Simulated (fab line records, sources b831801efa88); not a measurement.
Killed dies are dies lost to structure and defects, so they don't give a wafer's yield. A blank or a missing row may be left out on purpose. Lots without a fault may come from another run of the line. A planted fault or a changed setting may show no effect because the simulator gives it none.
fab line records | flow sky130
record lots=6 wafers=16 last_day=50
route steps=708 shown VT_ADJUST_PCH@146 SONOS_TUNNEL@154 PAD_OPEN@708
lots that met no fault: from a run of the same line without faults
start_h: hours from the record's first day to the start of the lot's first wafer shown | wait_h: hours since the lot's step before | " the same as in the row above | L1.1+2: a row that stands for several wafers | - no value, or no start given | * or withheld: withheld | < > ~ a bound
route shown NAME@n: a module of which the file shows steps, and the number in the route of the first | usual: mean/standard deviation of fault-free wafers | same: alike in all rows | chamber/n: place in a boat | sites: the reading at each site | _std_site: their standard deviation | _edge_site: outer sites' mean less inner sites' | radius_mm: how far each site lies from the wafer's centre | mask NAME#n: copy n | behind: the tool/chamber that last shaped the wafer | hold: why the lot was held/for how many hours/how that ended | device: the transistor (n, p or np) that didn't switch | end of line: the same wafers' tests at the end of the route | a step without rows: its recipe alone | killed: dies lost to structure and defects at the first sort, not the wafer's yield | map: a wafer's dies, x killed, . not, _ none there
set.NAME: the setting as run; set.NAME@STEP: as run at that earlier step | model.NAME: the simulator's own value behind a step, which no gauge read
lots at some steps of the route; a table a step, a row a wafer
services: from which hour (start_h, from the record's first day; less than 0 if before it) a tool's chamber was out of use, for how many hours, and why
## steps
# step SKY_VT_ADJUST_PCH_SOFTBAKE_03
# recipe temp_c=110 time_s=withheld
# step SKY_VT_ADJUST_PCH_EXPOSE_04
# recipe mask_id=NWM na=0.6 source_shape=conventional sigma_outer=0.6 polarization=unpolarized target_cd_nm=840 dose_mj=255
# step SKY_VT_ADJUST_PCH_PEB_05
# recipe temp_c=115 time_s=withheld
# step SKY_VT_ADJUST_PCH_DEVELOP_06
# recipe wall_angle_deg=90 developer=TMAH develop_time_s=60 dev_temp_c=23
# step SKY_VT_ADJUST_PCH_OVL_MEAS_07
# usual VT_ADJUST_PCH_OVL=-0.9/1.3
# columns lot.wafer tool chamber start_h wait_h VT_ADJUST_PCH_OVL[nm]
L402.1 overlay-01 - 293.57 - -1.9
L402.3 " - " " -2.3
L402.6 " - " " -1.4
L407.1 overlay-02 - 323.06 - -1.3
L407.4 " - " " -2.2
L407.6 " - " " -2.2
L409.2 overlay-01 - 337.37 - 0.8
L409.3 " - " " 0.2
L410.1 overlay-01 - 345.81 - 0.3
L410.2 " - " " 1.6
L417.2 overlay-02 - 399.17 - 1.1
L417.5 " - " " 0.3
L417.6 " - " " -0.1
L418.1 overlay-02 - 407.71 - 0.2
L418.5 " - " " 0.2
L418.6 " - " " 0.5
# step SKY_VT_ADJUST_PCH_IMPLANT_08
# recipe species=B energy_kev=10 dose_cm2=5e+11 tilt_deg=withheld
# step SKY_VT_ADJUST_PCH_STRIP_09
# recipe chemistry=O2/N2 power_w=1400 pressure_mtorr=1500 platen_temp_c=withheld o2_flow_sccm=3000 n2_flow_sccm=300 overash_fraction=0.5
# usual chamber_pressure_mTorr=1500.1/1.4 drypump_motor_current_A=5.4/0.3 oes_product_au=0.723/0.0045 strip_time_to_endpoint_s=36.95/0.098
# columns lot.wafer tool chamber start_h wait_h chamber_pressure_mTorr drypump_motor_current_A oes_product_au rf_hours_counter_h strip_time_to_endpoint_s
L402.1 plasma_asher-04 0 293.76 0.1 1500.9 5.1 0.716 47 37.06
L402.3 " 1 " " 1500.4 5.9 0.720 - 37.11
L402.6 " 0 " " 1499.3 5.1 0.722 - 37.07
L407.1 plasma_asher-02 0 323.25 0.1 1501.3 5.1 0.721 62 36.94
L407.4 " 1 " " 1500.3 5.8 0.725 - 37.08
L407.6 " 0 " " 1498.7 5.0 0.724 - 37.13
L409.2 plasma_asher-04 0 337.65 0.1 1498.4 5.1 0.722 51 37.13
L409.3 " 1 " " 1500.6 5.9 0.723 - 37.07
L410.1 plasma_asher-03 0 345.99 0.1 1502.0 5.3 0.725 21 37.04
L410.2 " 1 " " 1502.4 5.2 0.728 21 37.03
L417.2 plasma_asher-03 0 399.35 0.1 1501.1 5.3 0.723 27 36.90
L417.5 " 0 " " 1503.2 5.3 0.727 - 37.04
L417.6 " 1 " " 1500.4 5.2 0.723 - 36.83
L418.1 plasma_asher-02 1 407.90 0.1 1497.3 5.7 0.720 71 37.00
L418.5 " 0 " " 1502.0 5.0 0.721 - 36.96
L418.6 " 1 " " 1498.6 5.7 0.725 - 37.03
# step SKY_VT_ADJUST_PCH_TW_MEAS_10
# usual VT_ADJUST_PCH_TW=143.5/0.69
# columns lot.wafer tool chamber start_h wait_h VT_ADJUST_PCH_TW
L402.1 film_metro-01 - 293.86 0.1 145.1
L402.3 " - " " 144.6
L402.6 " - " " 144.1
L407.1 film_metro-03 - 323.35 0.1 143.9
L407.4 " - " " 144.0
L407.6 " - " " 144.1
L409.2 film_metro-01 - 337.76 0.1 143.5
L409.3 " - " " 143.5
L410.1 film_metro-03 - 346.09 0.1 143.8
L410.2 " - " " 143.5
L417.2 film_metro-01 - 399.46 0.1 144.9
L417.5 " - " " 145.2
L417.6 " - " " 143.7
L418.1 film_metro-03 - 408.00 0.1 143.5
L418.5 " - " " 144.0
L418.6 " - " " 143.7
# step SKY_SONOS_TUNNEL_DEHYDRATE_00
# recipe temp_c=200 time_s=60
# step SKY_SONOS_TUNNEL_HMDS_01
# recipe prime_time_s=60 prime_temp_c=120
# step SKY_SONOS_TUNNEL_COAT_02
# recipe resist=NOVOLAK spin_rpm=3000 resist_thk_nm=1140
# step SKY_SONOS_TUNNEL_SOFTBAKE_03
# recipe temp_c=90 time_s=60 resist=NOVOLAK
# step SKY_SONOS_TUNNEL_EXPOSE_04
# recipe mask_id=TUNM na=0.6 source_shape=conventional sigma_outer=0.6 polarization=unpolarized target_cd_nm=410 dose_mj=136
# usual reticle_temp_C=23.01/0.1
# columns lot.wafer tool chamber start_h wait_h mask reticle_temp_C
L402.1 iline_stepper-01 0 306.92 - TUNM#0 22.97
L402.3 " 0 " " TUNM#0 23.01
L402.6 " 0 " " TUNM#0 22.96
L407.1 iline_stepper-01 0 335.91 - TUNM#0 22.98
L407.4 " 0 " " TUNM#0 23.06
L407.6 " 0 " " TUNM#0 23.19
L409.2 iline_stepper-01 0 352.00 - TUNM#0 22.86
L409.3 " 0 " " TUNM#0 22.91
L410.1 iline_stepper-01 0 360.32 - TUNM#0 23.16
L410.2 " 0 " " TUNM#0 23.15
L417.2 iline_stepper-01 0 414.62 - TUNM#0 22.84
L417.5 " 0 " " TUNM#0 22.82
L417.6 " 0 " " TUNM#0 22.88
L418.1 iline_stepper-02 0 423.10 - TUNM#0 22.92
L418.5 " 0 " " TUNM#0 22.87
L418.6 " 0 " " TUNM#0 22.90
# step SKY_SONOS_TUNNEL_PEB_05
# recipe temp_c=withheld time_s=* resist=NOVOLAK
# step SKY_SONOS_TUNNEL_DEVELOP_06
# recipe resist=NOVOLAK developer=TMAH develop_time_s=60 dev_temp_c=23
# step SKY_SONOS_TUNNEL_CD_MEAS_07
# recipe target_cd_nm=410
# usual cd_nm=410.1/2.5
# columns lot.wafer tool chamber start_h wait_h cd_nm
L402.1 cd_sem-01 - 320.00 0.1 406.8
L402.3 " - " " 404.0
L402.6 " - " " 407.5
L407.1 cd_sem-02 - 349.26 0.1 405.9
L407.4 " - " " 405.4
L407.6 " - " " 406.1
L409.2 cd_sem-02 - 366.04 0.1 418.9
L409.3 " - " " 420.5
L410.1 cd_sem-01 - 374.26 0.1 412.1
L410.2 " - " " 420.2
L417.2 cd_sem-01 - 429.88 0.1 411.4
L417.5 " - " " 411.6
L417.6 " - " " 411.2
L418.1 cd_sem-02 - 438.55 0.1 410.6
L418.5 " - " " 411.1
L418.6 " - " " 410.4
# step SKY_SONOS_TUNNEL_OVL_MEAS_08
# usual SONOS_TUNNEL_OVL=0.3/1.4
# columns lot.wafer tool chamber start_h wait_h SONOS_TUNNEL_OVL[nm]
L402.1 overlay-02 - 320.12 0.1 0.7
L402.3 " - " " -1.0
L402.6 " - " " -0.2
L407.1 overlay-02 - 349.38 0.1 0.7
L407.4 " - " " 2.1
L407.6 " - " " 2.5
L409.2 overlay-02 - 366.15 0.1 -1.9
L409.3 " - " " -1.2
L410.1 overlay-01 - 374.38 0.1 1.9
L410.2 " - " " 1.8
L417.2 overlay-01 - 429.98 0.1 0.3
L417.5 " - " " -0.7
L417.6 " - " " -0.6
L418.1 overlay-02 - 438.67 0.1 1.2
L418.5 " - " " 0.1
L418.6 " - " " -0.7
# step SKY_PAD_OPEN_PROBE_99
# usual killed_at_M0_to_M3=43/6.6 killed_at_M4_up=2.9/1.6 killed_at_contacts=24/4.9 killed_at_front_end=15/4.5 killed_at_other=0.2/0.45 killed_dies=86/8.8 killed_on_rim=16/4.2 killed_open=48/6.4 killed_short=38/5.6
# same gross_dies=492 killed_at_back_side=0
# columns lot.wafer tool chamber start_h wait_h killed_at_M0_to_M3 killed_at_M4_up killed_at_contacts killed_at_front_end killed_at_other killed_dies killed_on_rim killed_open killed_short
L402.1 prober-01 - 1136.93 0.1 49 2 33 18 0 102 22 51 51
L402.3 prober-01 - 1137.03 0.2 39 2 34 15 1 91 28 59 32
L402.6 prober-01 - 1137.18 0.2 53 3 26 11 0 93 25 45 48
L407.1 prober-01 - 1153.32 0.1 40 4 25 15 0 84 15 48 36
L407.4 prober-01 - 1153.47 0.2 53 3 16 22 1 95 22 62 33
L407.6 prober-01 - 1153.57 0.2 38 3 25 19 0 85 11 43 42
L409.2 prober-02 - 1162.83 0.1 42 2 18 19 1 82 18 52 30
L409.3 prober-02 - 1162.88 0.2 48 5 30 12 1 96 19 54 42
L410.1 prober-01 - 1167.05 0.1 46 0 25 16 0 87 18 51 36
L410.2 prober-01 - 1167.10 0.1 39 3 22 13 0 77 12 47 30
L418.1 prober-01 - 1204.80 0.1 30 3 25 24 1 83 10 48 35
L418.5 prober-01 - 1205.00 0.2 42 4 28 13 0 87 16 50 37
L418.6 prober-01 - 1205.05 0.2 40 4 33 18 0 95 21 47 48
# killed by level:class
L402.1 CONTACT:geometric_particle:open=14 VIA3:geometric_particle:open=10 FIELD_ISO:geometric_particle:short=8 METAL1:geometric_particle:short=8 LI_CONTACT:geometric_particle:open=7 VIA1:geometric_particle:open=7 VIA2:geometric_particle:open=5 CONTACT:geometric_particle:short=5
L402.3 LI_CONTACT:geometric_particle:open=12 VIA1:geometric_particle:open=12 CONTACT:geometric_particle:open=9 VIA3:geometric_particle:open=9 FIELD_ISO:geometric_particle:open=6 CONTACT:geometric_particle:short=6 FIELD_ISO:geometric_particle:short=5 LI_CONTACT:geometric_particle:short=4
L402.6 VIA1:geometric_particle:open=11 VIA3:geometric_particle:open=8 METAL3:geometric_particle:short=7 LI_CONTACT:geometric_particle:open=7 METAL1:geometric_particle:short=7 CONTACT:geometric_particle:open=7 CONTACT:geometric_particle:short=5 FIELD_ISO:geometric_particle:short=4
L407.1 VIA3:geometric_particle:open=9 CONTACT:geometric_particle:open=7 VIA1:geometric_particle:open=7 VIA2:geometric_particle:open=7 FIELD_ISO:geometric_particle:short=5 LI_CONTACT:geometric_particle:open=5 VIA1:geometric_particle:short=5 FIELD_ISO:geometric_particle:open=4
L407.4 VIA1:geometric_particle:open=14 VIA3:geometric_particle:open=9 VIA2:geometric_particle:open=9 POLY_GATE:geometric_particle:short=6 FIELD_ISO:geometric_particle:open=6 CONTACT:geometric_particle:open=6 METAL3:geometric_particle:short=5 POLY_GATE:geometric_particle:open=4
L407.6 VIA1:geometric_particle:open=8 POLY_GATE:geometric_particle:open=7 CONTACT:geometric_particle:open=7 VIA2:geometric_particle:open=7 METAL3:geometric_particle:short=7 LI_CONTACT:geometric_particle:open=6 LI_CONTACT:geometric_particle:short=5 FIELD_ISO:geometric_particle:short=4
L409.2 VIA1:geometric_particle:open=14 FIELD_ISO:geometric_particle:open=7 VIA2:geometric_particle:open=6 CONTACT:geometric_particle:open=6 FIELD_ISO:geometric_particle:short=5 LI_CONTACT:geometric_particle:open=5 CONTACT:geometric_particle:short=5 VIA3:geometric_particle:short=5
L409.3 CONTACT:geometric_particle:open=14 VIA2:geometric_particle:open=10 VIA1:geometric_particle:open=8 VIA3:geometric_particle:short=7 LI_CONTACT:geometric_particle:open=6 FIELD_ISO:geometric_particle:short=5 CONTACT:geometric_particle:short=5 METAL2:geometric_particle:short=5
L410.1 VIA1:geometric_particle:open=17 CONTACT:geometric_particle:open=9 VIA1:geometric_particle:short=8 LI_CONTACT:geometric_particle:open=6 METAL2:geometric_particle:short=6 FIELD_ISO:geometric_particle:open=4 LOCAL_INTERCONNECT:geometric_particle:short=4 CONTACT:geometric_particle:short=4
L410.2 VIA1:geometric_particle:open=15 CONTACT:geometric_particle:open=12 VIA3:geometric_particle:open=6 LOCAL_INTERCONNECT:geometric_particle:short=5 VIA1:geometric_particle:short=5 METAL1:geometric_particle:short=5 VIA2:geometric_particle:short=4 FIELD_ISO:geometric_particle:open=3
L418.1 POLY_GATE:geometric_particle:short=9 LI_CONTACT:geometric_particle:open=9 CONTACT:geometric_particle:open=8 VIA2:geometric_particle:open=7 VIA1:geometric_particle:open=6 VIA3:geometric_particle:open=6 POLY_GATE:geometric_particle:open=5 FIELD_ISO:geometric_particle:short=4
L418.5 LI_CONTACT:geometric_particle:open=12 CONTACT:geometric_particle:open=9 METAL1:geometric_particle:short=7 VIA3:geometric_particle:open=7 METAL2:geometric_particle:short=7 POLY_GATE:geometric_particle:open=6 SPACER:geometric_particle:open=4 CONTACT:geometric_particle:short=4
L418.6 CONTACT:geometric_particle:open=10 VIA2:geometric_particle:open=9 CONTACT:geometric_particle:short=8 LI_CONTACT:geometric_particle:open=7 METAL2:geometric_particle:short=7 POLY_GATE:geometric_particle:short=5 VIA3:geometric_particle:open=5 FIELD_ISO:geometric_particle:open=4
## services
# columns tool chamber start_h hours kind
iline_stepper-02 - 274.02 1.7 pm
iline_stepper-02 - 289.23 14.2 repair
plasma_asher-04 - 308.94 3.7 repair
iline_stepper-01 - 327.72 0.5 repair
iline_stepper-01 - 348.49 1.7 pm
iline_stepper-02 - 359.69 11.1 repair
## key
first_sign step=SKY_SONOS_TUNNEL_CD_MEAS_07 reading=cd_nm direction=up sigmas=3.9 usual=410.1 struck=419.9
effect none on later readings
met_at SKY_SONOS_TUNNEL_EXPOSE_04
struck_wafers L409.2,L409.3,L410.2
tester_left_out L409,L410
onset_between 335.91 352.00
fault kind=process_parameter_drift tool=iline_stepper-01 chamber=- onset_h=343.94 steps=SKY_SONOS_TUNNEL_EXPOSE_04 channel=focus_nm offset=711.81 shape=step end_h=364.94 scope=struck_wafers_only
# tester_left_out: of these lots the tester's yield and bins aren't shown, on N5 and GAA mostly nor the transistor test; their killed dies are dies lost to structure and defects alone, not to doping, threshold or leakage, so they don't give the yield
